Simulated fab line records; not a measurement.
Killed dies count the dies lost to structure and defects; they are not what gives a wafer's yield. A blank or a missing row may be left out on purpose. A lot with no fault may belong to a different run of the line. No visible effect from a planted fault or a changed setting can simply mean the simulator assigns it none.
Which of the tools did it? | flow sky130 | 13 lots with 39 wafers sampled at 5 steps, on a route of 708 steps

## WHAT THE GAUGES READ, wafer by wafer
SKY_VT_ADJUST_HVTP_TW_MEAS_11. Usual: for VT_ADJUST_HVTP_TW the level is 1364 and the standard deviation is 10.
lot  | measured     | on            | VT_ADJUST_HVTP_TW | flag
L480 | day 6 02:34  | film_metro-03 | 1361 1369 1362    |
L483 | day 6 17:20  | film_metro-03 | 1365 1361 1363    |
L484 | day 7 04:59  | film_metro-02 | 1373 1362 1366    |
L485 | day 7 15:52  | film_metro-02 | 1360 1364 1367    |
L487 | day 8 05:08  | film_metro-03 | 1360 1365 1363    |
L488 | day 8 10:52  | film_metro-01 | 1365 1356 1355    |
L489 | day 8 13:38  | film_metro-01 | 30 30 30          | OFF
L490 | day 8 19:52  | film_metro-01 | 1355 1355 1361    |
L499 | day 11 01:17 | film_metro-03 | 1380 1372 1377    |
L500 | day 11 10:06 | film_metro-03 | 1376 1377 1370    |
L501 | day 11 12:07 | film_metro-03 | 1382 1382 1385    |
L502 | day 11 19:25 | film_metro-03 | 1392 1373 1380    |
L503 | day 12 03:13 | film_metro-01 | 1350 1348 1351    |

SKY_VT_ADJUST_HVTR_TW_MEAS_11. Usual: for VT_ADJUST_HVTR_TW the level is 213.3 and the standard deviation is 1.2.
lot  | measured     | on            | VT_ADJUST_HVTR_TW | flag
L480 | day 9 11:56  | film_metro-03 | 211.5 214.1 212.7 |
L483 | day 10 05:15 | film_metro-02 | 211.7 212.8 212.7 |
L484 | day 10 17:16 | film_metro-03 | 214.6 214.3 215.2 |
L485 | day 11 07:46 | film_metro-02 | 213.3 212.8 213.0 |
L487 | day 11 23:11 | film_metro-03 | 213.5 214.1 213.7 |
L488 | day 12 05:04 | film_metro-02 | 211.5 212.9 213.0 |
L489 | day 12 08:00 | film_metro-03 | 215.0 214.2 214.3 |
L490 | day 12 16:43 | film_metro-02 | 213.3 212.6 213.1 |
L499 | day 15 07:01 | film_metro-03 | 215.7 215.0 215.0 |
L500 | day 15 19:44 | film_metro-03 | 215.2 214.6 214.4 |
L501 | day 15 20:01 | film_metro-04 | 212.0 211.7 212.4 |
L502 | day 16 04:02 | film_metro-04 | 211.4 211.4 211.2 |
L503 | day 16 14:28 | film_metro-02 | 214.2 212.5 211.8 |

## WHAT TOOL EACH LOT RAN ON (gives the tool, then ch and the chambers of the sampled wafers, and finally the start)
lot  | SKY_NWELL_STRIP_14                   | SKY_NWELL_STRIP_25                   | SKY_VT_ADJUST_HVTP_STRIP_10
L480 | plasma_asher-01 ch 0,1, day 4 13:55  | plasma_asher-04 ch 0,1, day 5 07:49  | plasma_asher-01 ch 0,1, day 6 02:28
L483 | plasma_asher-04 ch 0,1, day 5 04:23  | plasma_asher-04 ch 0,1, day 5 22:29  | plasma_asher-03 ch 0,1, day 6 17:14
L484 | plasma_asher-01 ch 0,1, day 5 14:05  | plasma_asher-01 ch 0,1, day 6 08:41  | plasma_asher-01 ch 0,1, day 7 04:53
L485 | plasma_asher-01 ch 0,1, day 6 00:28  | plasma_asher-02 ch 0, day 6 18:50    | plasma_asher-03 ch 0, day 7 15:46
L487 | plasma_asher-04 ch 1, day 6 12:08    | plasma_asher-02 ch 0,1, day 7 08:06  | plasma_asher-01 ch 0,1, day 8 05:02
L488 | plasma_asher-04 ch 0,1, day 6 18:26  | plasma_asher-02 ch 0,1, day 7 14:52  | plasma_asher-02 ch 0,1, day 8 10:46
L489 | plasma_asher-01 ch 0,1, day 6 20:35  | plasma_asher-02 ch 0,1, day 7 16:32  | plasma_asher-03 ch 0,1, day 8 13:33
L490 | plasma_asher-02 ch 0,1, day 7 02:19  | plasma_asher-04 ch 0,1, day 7 22:56  | plasma_asher-02 ch 0,1, day 8 19:46
L499 | plasma_asher-04 ch 0,1, day 9 04:28  | plasma_asher-04 ch 1, day 10 02:21   | plasma_asher-03 ch 0,1, day 11 01:11
L500 | plasma_asher-02 ch 0,1, day 9 10:44  | plasma_asher-02 ch 0,1, day 10 09:26 | plasma_asher-03 ch 0,1, day 11 10:01
L501 | plasma_asher-01 ch 0,1, day 9 15:14  | plasma_asher-01 ch 1, day 10 11:35   | plasma_asher-01 ch 0,1, day 11 12:01
L502 | plasma_asher-02 ch 0,1, day 9 20:48  | plasma_asher-04 ch 0,1, day 10 19:15 | plasma_asher-02 ch 0,1, day 11 19:19
L503 | plasma_asher-01 ch 0,1, day 10 03:42 | plasma_asher-02 ch 0, day 11 02:23   | plasma_asher-01 ch 0,1, day 12 03:07
- SKY_NWELL_STRIP_14: strips in O2/N2.
- SKY_NWELL_STRIP_25: strips in O2/N2.
- SKY_VT_ADJUST_HVTP_STRIP_10: strips in O2/N2.

## AS READ BY THE TOOLS THEMSELVES (means over the sampled wafers that have a number; for cases with no such wafer, the mark the record gives instead)
SKY_NWELL_STRIP_14. Usual: drypump_motor_current_A 5.39 A, standard deviation 0.28; oes_product_au 0.722 a.u., standard deviation 0.0046; strip_time_to_endpoint_s 36.89 s, standard deviation 0.093.
lot  | tool            | drypump_motor_current_A (A) | oes_product_au (a.u.) | strip_time_to_endpoint_s (s) | flag
L480 | plasma_asher-01 | 5.29                        | 0.722                 | 36.79                        |
L483 | plasma_asher-04 | 5.72                        | 0.724                 | 36.80                        |
L484 | plasma_asher-01 | 5.36                        | 0.720                 | 36.84                        |
L485 | plasma_asher-01 | 5.28                        | 0.725                 | 36.93                        |
L487 | plasma_asher-04 | 5.83                        | 0.724                 | 36.94                        |
L488 | plasma_asher-04 | 5.72                        | 0.719                 | 36.95                        |
L489 | plasma_asher-01 | 5.28                        | 0.724                 | 36.94                        |
L490 | plasma_asher-02 | 5.13                        | 0.720                 | 36.85                        |
L499 | plasma_asher-04 | 5.78                        | 0.718                 | 36.91                        |
L500 | plasma_asher-02 | 5.36                        | 0.722                 | 37.01                        |
L501 | plasma_asher-01 | 5.27                        | 0.725                 | 36.85                        |
L502 | plasma_asher-02 | 5.15                        | 0.723                 | 36.78                        |
L503 | plasma_asher-01 | 5.30                        | 0.723                 | 36.84                        |

SKY_NWELL_STRIP_25. Usual: drypump_motor_current_A 5.5 A, standard deviation 0.32; oes_product_au 0.722 a.u., standard deviation 0.0043; strip_time_to_endpoint_s 36.89 s, standard deviation 0.087.
lot  | tool            | drypump_motor_current_A (A) | oes_product_au (a.u.) | strip_time_to_endpoint_s (s) | flag
L480 | plasma_asher-04 | 5.7                         | 0.721                 | 36.87                        |
L483 | plasma_asher-04 | 5.7                         | 0.721                 | 36.85                        |
L484 | plasma_asher-01 | 5.4                         | 0.720                 | 36.85                        |
L485 | plasma_asher-02 | 4.9                         | 0.723                 | 36.69                        |
L487 | plasma_asher-02 | 5.1                         | 0.722                 | 36.93                        |
L488 | plasma_asher-02 | 5.4                         | 0.725                 | 36.88                        |
L489 | plasma_asher-02 | 5.4                         | 0.914                 | -                            | OFF
L490 | plasma_asher-04 | 5.7                         | 0.721                 | 36.95                        |
L499 | plasma_asher-04 | 5.8                         | 0.724                 | 36.92                        |
L500 | plasma_asher-02 | 5.4                         | 0.725                 | 36.88                        |
L501 | plasma_asher-01 | 5.4                         | 0.723                 | 36.86                        |
L502 | plasma_asher-04 | 5.8                         | 0.726                 | 36.94                        |
L503 | plasma_asher-02 | 4.9                         | 0.720                 | 36.86                        |

SKY_VT_ADJUST_HVTP_STRIP_10. Usual: drypump_motor_current_A 5.5 A, standard deviation 0.47; oes_product_au 0.716 a.u., standard deviation 0.0044; strip_time_to_endpoint_s 14.20 s, standard deviation 0.046.
lot  | tool            | drypump_motor_current_A (A) | oes_product_au (a.u.) | strip_time_to_endpoint_s (s) | flag
L480 | plasma_asher-01 | 5.3                         | 0.718                 | 14.24                        |
L483 | plasma_asher-03 | 5.7                         | 0.715                 | 14.20                        |
L484 | plasma_asher-01 | 5.3                         | 0.715                 | 14.10                        |
L485 | plasma_asher-03 | 6.4                         | 0.715                 | 14.17                        |
L487 | plasma_asher-01 | 5.3                         | 0.718                 | 14.09                        |
L488 | plasma_asher-02 | 5.1                         | 0.713                 | 14.19                        |
L489 | plasma_asher-03 | 6.1                         | 0.729                 | 43.30                        | OFF
L490 | plasma_asher-02 | 5.1                         | 0.721                 | 14.23                        |
L499 | plasma_asher-03 | 6.1                         | 0.717                 | 14.19                        |
L500 | plasma_asher-03 | 6.1                         | 0.718                 | 14.21                        |
L501 | plasma_asher-01 | 5.3                         | 0.719                 | 14.25                        |
L502 | plasma_asher-02 | 5.4                         | 0.715                 | 14.21                        |
L503 | plasma_asher-01 | 5.4                         | 0.720                 | 14.23                        |

## THE ANSWER, worked out from the rows above alone
Rule: take the mean of a lot's wafers that have a number; if it is more than 3 standard deviations from the usual mean, the lot is off. Also off: a lot with no number at a reading for which 4 or more lots have one. Where the step has rows for the other lots, those lots are counted as sound. After the gauges, taken in route order, come the tools' own readings; for these a lot's mean is taken, as printed above. The first step at which some lot is off is used, and at that step the reading that is off furthest; a lot without a number counts as furthest.
Off: at SKY_VT_ADJUST_HVTP_TW_MEAS_11 (VT_ADJUST_HVTP_TW), L489.
If a tool, at a process step before that reading, ran all the lots that are off and no sound lot after the first of them, it fits. Not tried: the gauges at SKY_VT_ADJUST_HVTP_TW_MEAS_11; whatever is off there is also off at SKY_NWELL_STRIP_25, on other tools, and gauge error can't account for it. Not one of the candidates tried fits.

## WHAT THE SIMULATOR PUT IN
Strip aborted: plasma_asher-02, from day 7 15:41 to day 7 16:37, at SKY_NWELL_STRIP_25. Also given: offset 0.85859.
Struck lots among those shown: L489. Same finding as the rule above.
